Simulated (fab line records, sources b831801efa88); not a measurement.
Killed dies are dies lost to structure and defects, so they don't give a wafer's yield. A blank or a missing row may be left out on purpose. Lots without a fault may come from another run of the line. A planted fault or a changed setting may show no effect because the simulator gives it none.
Chamber matching | flow sky130 | SKY_CAP2M_CVD_00 on pecvd-01: 3 sister chambers
The step deposits SiO2, target thk 15.5 nm. 16 wafers are shown with their chamber, then 8 later ones without.

WAFERS WITH THEIR CHAMBER
wafer  | chamber | rf_fwd_power_W (W) | heater_power_w (W)
L074.2 | 2       | 438.8              | 808
L074.4 | 2       | 440.3              | 813
L074.5 | 0       | 438.3              | 702
L076.1 | 2       | 441.4              | 810
L076.2 | 0       | 438.0              | 722
L076.6 | 0       | 439.8              | 712
L078.2 | 1       | 442.7              | 821
L078.5 | 2       | 440.7              | 801
L078.6 | 0       | 438.6              | 669
L081.1 | 1       | 442.0              | 750
L081.2 | 2       | 441.0              | 798
L081.4 | 2       | 440.8              | 810
L084.1 | 2       | 440.0              | 812
L084.3 | 0       | 440.4              | 696
L084.5 | 2       | 438.3              | 839
L087.1 | 2       | 440.9              | 732

SIGNATURES (means of the wafers above)
reading        | chamber 0 | chamber 1 | chamber 2 | scatter within a chamber
rf_fwd_power_W | 439.020   | 442.350   | 440.244   | 1.01
heater_power_w | 700.20    | 785.50    | 802.56    | 28.8
Rule: a wafer's distance from a chamber is the root of the sum, over the readings, of the square of ((its reading less the chamber's mean) divided by the reading's scatter). The wafer belongs to the nearest chamber; if the next one is less than 2 further off, it can't be placed. The scatter: the root of (the sum of the squares of (reading less its chamber's mean) over the shown wafers, divided by (wafers less chambers)).

WAFERS WITHOUT THEIR CHAMBER
wafer  | rf_fwd_power_W (W) | heater_power_w (W)
L087.3 | 441.7              | 716
L087.6 | 439.9              | 727
L089.1 | 439.6              | 708
L089.4 | 439.3              | 709
L089.5 | 442.6              | 799
L088.1 | 437.4              | 660
L088.4 | 440.4              | 697
L088.5 | 442.7              | 801

WHICH CHAMBER EACH WENT THROUGH
wafer  | from the rows above          | in truth
L087.3 | can't be placed: 1 or 0 or 2 | 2
L087.6 | can't be placed: 0 or 2 or 1 | 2
L089.1 | 0                            | 0
L089.4 | 0                            | 0
L089.5 | can't be placed: 1 or 2      | 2
L088.1 | 0                            | 0
L088.4 | 0                            | 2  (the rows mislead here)
L088.5 | can't be placed: 1 or 2      | 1
Placed correctly: 3 of 8. Can't be placed from these rows: 4 (the true chamber is among the candidates in 4). Placed wrongly: 1.
